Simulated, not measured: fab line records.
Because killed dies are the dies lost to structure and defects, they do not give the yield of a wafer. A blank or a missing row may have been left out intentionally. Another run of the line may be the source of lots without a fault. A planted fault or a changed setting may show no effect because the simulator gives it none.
fab line records -- flow gf180mcu
record lots=14, wafers=42, last-day=34
route steps=602 shown NWELL@48 CONTACT@313 M2@362
lots that met no fault: from a run of the same line without faults
start-h: hours from the record's opening day to when the first of the lot's shown wafers began -- wait-h: hours elapsed since this lot's preceding step -- " identical to the entry in the row above -- L1.1+2: one row covering several wafers at once -- - no value, or no start was given -- * or withheld: withheld -- < > ~ a bound
route shown NAME@n: NAME is a module with steps in the file, n the number in the route of the first one -- usual: average and standard deviation across the fault-free wafers -- same: alike in all rows -- chamber/n: place in a boat -- sites: each site's reading -- _std_site: the standard deviation of these -- _edge_site: inner sites' mean taken away from outer sites' mean -- radius-mm: for every site, how far away it sits from the centre of the wafer -- mask NAME#n: copy n -- behind: the last tool/chamber to shape the wafer -- hold: why the lot went on hold/how many hours it stayed there/how the hold came to an end -- device: the n, p or np transistor that did not switch -- end of line: tests run on the same wafers once the route is complete -- a step with no rows: only its recipe -- killed: dies that structure and defects cost at the first sort, which is not the same as the wafer's yield -- map: shows each die of a wafer: x if killed, . if not, _ if none is there
set.NAME: the setting that was run; set.NAME@STEP: the one run at that earlier step -- model.NAME: the simulator's own value behind a step, which no gauge read
steps of the route over a sample of lots; a table a step, a row a wafer
services: from which hour (start-h, from the record's first day; less than 0 if before it) a tool's chamber was out of use, for how many hours, and why
## steps
# step GF_NWELL_DEVELOP_06
# recipe wall-angle-deg=90, develop-time-s=60, dev-temp-c=23
# usual chill-plate-temp-C=22.97/0.1, develop-time-s=60/0
lot.wafer,tool,chamber,start-h,wait-h,chill-plate-temp-C,develop-time-s
L235.4,litho-track-01,0,57,-,22.87,60
L235.5,litho-track-01,0,57,-,23.03,60
L235.6,litho-track-01,0,57,-,22.92,60
L236.2,litho-track-04,0,62,-,22.96,60
L236.4,litho-track-04,0,62,-,22.91,60
L236.6,litho-track-04,0,62,-,22.98,60
L239.2,litho-track-04,0,77,-,22.88,60
L239.3,litho-track-04,0,77,-,22.94,60
L239.6,litho-track-04,0,77,-,23.02,60
L241.1,litho-track-04,0,87,-,22.91,60
L241.5,litho-track-04,0,87,-,22.84,60
L241.6,litho-track-04,0,87,-,22.97,60
L242.1,litho-track-01,0,93,-,22.98,60
L242.4,litho-track-01,0,93,-,22.95,60
L242.5,litho-track-01,0,93,-,22.80,60
L243.3,litho-track-02,0,97,-,23.01,60
L243.5,litho-track-02,0,97,-,23.13,60
L243.6,litho-track-02,0,97,-,23.09,60
L244.3,litho-track-04,0,103,-,23.02,60
L244.4,litho-track-04,0,103,-,22.90,60
L244.5,litho-track-04,0,103,-,23.01,60
L245.2,litho-track-04,0,110,-,23.12,60
L245.3,litho-track-04,0,110,-,23.09,60
L245.6,litho-track-04,0,110,-,22.98,60
L247.1,litho-track-02,0,119,-,23.16,60
L247.2,litho-track-02,0,119,-,22.92,60
L247.3,litho-track-02,0,119,-,23.02,60
L248.3,litho-track-04,0,125,-,23.01,60
L248.5,litho-track-04,0,125,-,22.90,60
L248.6,litho-track-04,0,125,-,23.03,60
L254.2,litho-track-04,-,158,-,-,-
L254.3,litho-track-04,-,158,-,-,-
L254.6,litho-track-04,-,158,-,-,-
L255.1,litho-track-02,-,164,-,-,-
L255.3,litho-track-02,-,164,-,-,-
L255.4,litho-track-02,-,164,-,-,-
L256.2,litho-track-02,0,168,-,22.93,60
L256.5,litho-track-02,0,168,-,22.94,60
L256.6,litho-track-02,0,168,-,22.91,60
L258.4,litho-track-04,0,180,-,23.00,60
L258.5,litho-track-04,0,180,-,22.98,60
L258.6,litho-track-04,0,180,-,22.87,60
# step GF_CONTACT_THK_MEAS_26
# recipe thk-meas-gauge=xrf, reads=W_of_CONTACT_CVD_24
# usual CONTACT_W_THK=302/3.4
lot.wafer,tool,chamber,start-h,wait-h,CONTACT_W_THK[nm]
L235.4,film-metro-02,-,360.72,0.1,306
L235.5,film-metro-02,-,360.72,0.1,305
L235.6,film-metro-02,-,360.72,0.1,304
L236.2,film-metro-02,-,371.39,0.1,309
L236.4,film-metro-02,-,371.39,0.1,305
L236.6,film-metro-02,-,371.39,0.1,305
L239.2,film-metro-04,-,394.65,0.1,303
L239.3,film-metro-04,-,394.65,0.1,304
L239.6,film-metro-04,-,394.65,0.1,302
L241.1,film-metro-03,-,413.39,0.1,297
L241.5,film-metro-03,-,413.39,0.1,296
L241.6,film-metro-03,-,413.39,0.1,295
L242.1,film-metro-04,-,424.18,0.1,303
L242.4,film-metro-04,-,424.18,0.1,303
L242.5,film-metro-04,-,424.18,0.1,303
L243.3,film-metro-04,-,435.85,0.1,308
L243.5,film-metro-04,-,435.85,0.1,304
L243.6,film-metro-04,-,435.85,0.1,308
L244.3,film-metro-03,-,442.39,0.1,300
L244.4,film-metro-03,-,442.39,0.1,299
L244.5,film-metro-03,-,442.39,0.1,299
L245.2,film-metro-02,-,457.92,0.1,307
L245.3,film-metro-02,-,457.92,0.1,304
L245.6,film-metro-02,-,457.92,0.1,311
L247.1,film-metro-04,-,469.40,0.1,295
L247.2,film-metro-04,-,469.40,0.1,301
L247.3,film-metro-04,-,469.40,0.1,301
L248.3,film-metro-04,-,477.15,0.1,300
L248.5,film-metro-04,-,477.15,0.1,299
L248.6,film-metro-04,-,477.15,0.1,297
L254.2,film-metro-04,-,526.90,0.1,299
L254.3,film-metro-04,-,526.90,0.1,298
L254.6,film-metro-04,-,526.90,0.1,302
L255.1,film-metro-02,-,536.85,0.1,307
L255.3,film-metro-02,-,536.85,0.1,301
L255.4,film-metro-02,-,536.85,0.1,303
L256.2,film-metro-03,-,540.71,0.1,302
L256.5,film-metro-03,-,540.71,0.1,302
L256.6,film-metro-03,-,540.71,0.1,304
L258.4,film-metro-04,-,556.91,0.1,295
L258.5,film-metro-04,-,556.91,0.1,296
L258.6,film-metro-04,-,556.91,0.1,297
# step GF_M2_SPUTTER_00
# recipe material=Ti, target-thk-nm=37.5, arriving-ion-energy-ev=80, substrate-temp-c=200, chamber-pressure-pa=2, power-w=4000, time-s=150
# usual cathode-dc-power-W=3999.9/0.76, substrate-temp-c=200.00/0.15, throttle-valve-pct=30.0/1
lot.wafer,tool,chamber,start-h,wait-h,cathode-dc-power-W,substrate-temp-c,throttle-valve-pct
L235.4,pvd-sputter-03,-,409.62,0.2,4000.2,200.21,29.8
L235.5,pvd-sputter-03,-,409.62,0.2,4000.4,200.13,31.1
L235.6,pvd-sputter-03,-,409.62,0.2,3999.7,199.88,30.0
L236.2,pvd-sputter-04,-,421.01,0.2,4000.7,200.21,27.0
L236.4,pvd-sputter-04,-,421.01,0.2,4001.1,199.89,30.8
L236.6,pvd-sputter-04,-,421.01,0.2,4000.6,199.89,29.8
L239.2,pvd-sputter-04,-,454.63,0.1,3999.2,200.18,27.2
L239.3,pvd-sputter-04,-,454.63,0.1,3999.8,199.85,29.9
L239.6,pvd-sputter-04,-,454.63,0.1,3999.8,200.18,29.9
L241.1,pvd-sputter-03,-,464.58,0.1,4000.8,200.13,30.7
L241.5,pvd-sputter-03,-,464.58,0.1,3998.4,200.00,31.2
L241.6,pvd-sputter-03,-,464.58,0.1,4000.7,200.07,30.1
L242.1,pvd-sputter-01,-,476.25,0.1,3999.0,199.77,31.1
L242.4,pvd-sputter-01,-,476.25,0.1,4000.0,200.02,30.5
L242.5,pvd-sputter-01,-,476.25,0.1,3999.0,200.00,30.9
L243.3,pvd-sputter-03,-,487.44,0.2,3999.7,199.93,30.1
L243.5,pvd-sputter-03,-,487.44,0.2,3999.5,199.85,30.2
L243.6,pvd-sputter-03,-,487.44,0.2,4000.6,199.95,29.8
L244.3,pvd-sputter-03,-,493.55,0.2,4000.4,199.95,30.9
L244.4,pvd-sputter-03,-,493.55,0.2,4000.0,199.82,30.0
L244.5,pvd-sputter-03,-,493.55,0.2,3999.7,200.20,30.3
L245.2,pvd-sputter-03,-,509.85,0.2,3999.8,200.08,30.1
L245.3,pvd-sputter-03,-,509.85,0.2,4000.2,200.56,29.9
L245.6,pvd-sputter-03,-,509.85,0.2,3998.8,200.01,30.1
L247.1,pvd-sputter-04,-,520.95,0.1,4000.7,200.10,30.3
L247.2,pvd-sputter-04,-,520.95,0.1,4000.7,199.76,31.1
L247.3,pvd-sputter-04,-,520.95,0.1,4000.1,200.14,26.8
L248.3,pvd-sputter-03,-,528.16,0.1,3998.4,199.91,30.2
L248.5,pvd-sputter-03,-,528.16,0.1,3999.9,199.93,30.2
L248.6,pvd-sputter-03,-,528.16,0.1,4000.2,199.89,30.2
L254.2,pvd-sputter-04,-,575.40,0.2,4002.0,200.03,30.1
L254.3,pvd-sputter-04,-,575.40,0.2,3999.8,200.04,27.1
L254.6,pvd-sputter-04,-,575.40,0.2,3998.9,199.84,29.7
L255.1,pvd-sputter-04,-,584.13,0.1,4000.1,199.88,30.1
L255.3,pvd-sputter-04,-,584.13,0.1,3999.7,200.08,31.0
L255.4,pvd-sputter-04,-,584.13,0.1,4000.5,199.97,30.2
L256.2,pvd-sputter-03,-,589.09,0.2,4000.2,199.95,30.4
L256.5,pvd-sputter-03,-,589.09,0.2,3999.5,199.82,30.8
L256.6,pvd-sputter-03,-,589.09,0.2,4000.9,199.96,30.4
L258.4,pvd-sputter-03,-,603.59,0.1,4000.1,199.78,30.5
L258.5,pvd-sputter-03,-,603.59,0.1,3999.3,200.13,29.9
L258.6,pvd-sputter-03,-,603.59,0.1,3999.1,199.78,30.4
# step GF_M2_SPUTTER_02
# recipe material=AlCu, target-thk-nm=450, power-w=10600, time-s=23.9, chamber-pressure-pa=0.4
# usual cathode-dc-power-W=10600/2, throttle-valve-pct=30.0/0.99
lot.wafer,tool,chamber,start-h,wait-h,cathode-dc-power-W,throttle-valve-pct
L235.4,pvd-sputter-03,-,409.72,0.0,10600,30.0
L235.5,pvd-sputter-03,-,409.72,0.0,10598,31.0
L235.6,pvd-sputter-03,-,409.72,0.0,10602,30.1
L236.2,pvd-sputter-04,-,421.14,0.0,10600,27.4
L236.4,pvd-sputter-04,-,421.14,0.0,10602,31.1
L236.6,pvd-sputter-04,-,421.14,0.0,10603,30.0
L239.2,pvd-sputter-04,-,454.77,0.0,10603,26.9
L239.3,pvd-sputter-04,-,454.77,0.0,10602,29.9
L239.6,pvd-sputter-04,-,454.77,0.0,10595,29.9
L241.1,pvd-sputter-03,-,464.71,0.0,10603,30.9
L241.5,pvd-sputter-03,-,464.71,0.0,10602,31.1
L241.6,pvd-sputter-03,-,464.71,0.0,10598,30.1
L242.1,pvd-sputter-01,-,476.38,0.0,10597,31.0
L242.4,pvd-sputter-01,-,476.38,0.0,10596,30.6
L242.5,pvd-sputter-01,-,476.38,0.0,10599,31.1
L243.3,pvd-sputter-03,-,487.57,0.0,10600,30.2
L243.5,pvd-sputter-03,-,487.57,0.0,10600,30.2
L243.6,pvd-sputter-03,-,487.57,0.0,10598,30.1
L244.3,pvd-sputter-03,-,493.68,0.0,10600,31.1
L244.4,pvd-sputter-03,-,493.68,0.0,10595,30.3
L244.5,pvd-sputter-03,-,493.68,0.0,10600,30.4
L245.2,pvd-sputter-03,-,509.98,0.0,10601,30.1
L245.3,pvd-sputter-03,-,509.98,0.0,10601,30.4
L245.6,pvd-sputter-03,-,509.98,0.0,10601,30.0
L247.1,pvd-sputter-04,-,521.08,0.0,10600,30.1
L247.2,pvd-sputter-04,-,521.08,0.0,10600,30.7
L247.3,pvd-sputter-04,-,521.08,0.0,10604,27.1
L248.3,pvd-sputter-03,-,528.29,0.0,10603,30.2
L248.5,pvd-sputter-03,-,528.29,0.0,10601,30.0
L248.6,pvd-sputter-03,-,528.29,0.0,10600,30.1
L254.2,pvd-sputter-04,-,575.53,0.0,10596,30.1
L254.3,pvd-sputter-04,-,575.53,0.0,10600,27.1
L254.6,pvd-sputter-04,-,575.53,0.0,10599,30.1
L255.1,pvd-sputter-04,-,584.27,0.0,10599,30.2
L255.3,pvd-sputter-04,-,584.27,0.0,10603,31.1
L255.4,pvd-sputter-04,-,584.27,0.0,10600,29.9
L256.2,pvd-sputter-03,-,589.22,0.0,10599,30.6
L256.5,pvd-sputter-03,-,589.22,0.0,10600,31.2
L256.6,pvd-sputter-03,-,589.22,0.0,10600,30.2
L258.4,pvd-sputter-03,-,603.73,0.0,10597,30.2
L258.5,pvd-sputter-03,-,603.73,0.0,10602,30.3
L258.6,pvd-sputter-03,-,603.73,0.0,10602,30.1
## services
tool,chamber,start-h,hours,kind
pvd-sputter-03,-,38.46,7.2,repair
pvd-sputter-01,-,43.96,41.7,repair
pvd-sputter-01,-,158.12,0.5,repair
pvd-sputter-03,-,174.74,2.5,repair
pvd-sputter-04,-,257.80,2.1,repair
pvd-sputter-04,-,259.89,1.0,repair
pvd-sputter-01,-,304.36,13.4,repair
pvd-sputter-03,-,391.29,5.1,repair
pvd-sputter-04,-,417.42,1.8,repair
pvd-sputter-03,-,435.72,1.6,repair
pvd-sputter-04,-,473.86,1.9,repair
pvd-sputter-01,-,490.23,2.8,repair
pvd-sputter-01,-,537.96,0.8,repair
## key
first-sign step=GF_NWELL_DEVELOP_06, reading=tool-record, direction=missing
effect none on later readings
met-at GF_NWELL_DEVELOP_06
struck-lots L254,L255
sort-left-out L254.2,L254.3,L254.6,L255.1,L255.3,L255.4
tester-left-out L254,L255
not-acting-at GF_CONTACT_THK_MEAS_26,GF_M2_SPUTTER_00,GF_M2_SPUTTER_02
onset-between 125 158
fault kind=skipped-step-whole, tool=litho-track-02,litho-track-04, chamber=-, onset-h=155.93, steps=GF_NWELL_DEVELOP_06, scope=struck-lots-only
# tester-left-out: of these lots the tester's yield and bins aren't shown, on N5 and GAA mostly nor the transistor test; their killed dies are dies lost to structure and defects alone, not to doping, threshold or leakage, so they don't give the yield
# sort-left-out: the simulated sort isn't trusted on such a fault, so these wafers' sort isn't shown, and their yield isn't known
